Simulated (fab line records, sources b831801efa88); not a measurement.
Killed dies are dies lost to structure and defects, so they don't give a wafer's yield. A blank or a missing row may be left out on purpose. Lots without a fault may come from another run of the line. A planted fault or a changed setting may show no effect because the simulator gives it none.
Which tool did it? | flow gf180mcu | 6 lots, 17 wafers sampled, at 2 steps of a route of 602

WHAT THE GAUGES READ, wafer by wafer
GF_LVPWELL_TW_MEAS_11.
lot  | measured    | on            | LVPWELL_TW
L177 | day 4 08:25 | film_metro-02 | 564 563 567
L180 | day 5 01:13 | film_metro-03 | 553 551 550
L184 | day 6 01:18 | film_metro-03 | 555 550 553
L186 | day 6 10:40 | film_metro-03 | 507 506 508
L192 | day 7 20:41 | film_metro-02 | 565 563 561
L197 | day 8 23:56 | film_metro-01 | 558 557

WHICH TOOL RAN EACH LOT (tool, then ch and the chambers of the sampled wafers, then the start)
lot  | GF_LVPWELL_IMPLANT_08
L177 | implanter-02 ch 0, day 4 08:03
L180 | implanter-02 ch 0, day 5 00:49
L184 | implanter-01 ch 0, day 6 00:54
L186 | implanter-02 ch 0, day 6 10:16
L192 | implanter-03 ch 0, day 7 20:17
L197 | implanter-03 ch 0, day 8 23:35
- GF_LVPWELL_IMPLANT_08

THE ANSWER, worked out from the rows above alone
Rule: what is usual is taken from the lots themselves. Put in order of their means at a reading, lots are off if they are a third of the lots or fewer, leave a main group of 4 or more, and stand apart from it by a gap of 3 or more times the standard deviation of the main group's means; of several such gaps the widest counts. A main group whose means are all the same, to the digits that the tables above print for the reading, isn't used. A lot without any number at a reading at which 4 lots or more have one is off too. The other lots that the step has rows for count as sound.
Off: L186, at GF_LVPWELL_TW_MEAS_11 (LVPWELL_TW). The main group: mean 558, standard deviation 5.3.
A tool fits if, at a process step before that reading, it ran every lot that is off, and no sound lot after the first of them. The gauges at GF_LVPWELL_TW_MEAS_11 are tried like those tools. Can't be told from this: 2 tools fit, implanter-02 at GF_LVPWELL_IMPLANT_08, film_metro-03 at GF_LVPWELL_TW_MEAS_11.

WHAT THE SIMULATOR HAD PUT IN
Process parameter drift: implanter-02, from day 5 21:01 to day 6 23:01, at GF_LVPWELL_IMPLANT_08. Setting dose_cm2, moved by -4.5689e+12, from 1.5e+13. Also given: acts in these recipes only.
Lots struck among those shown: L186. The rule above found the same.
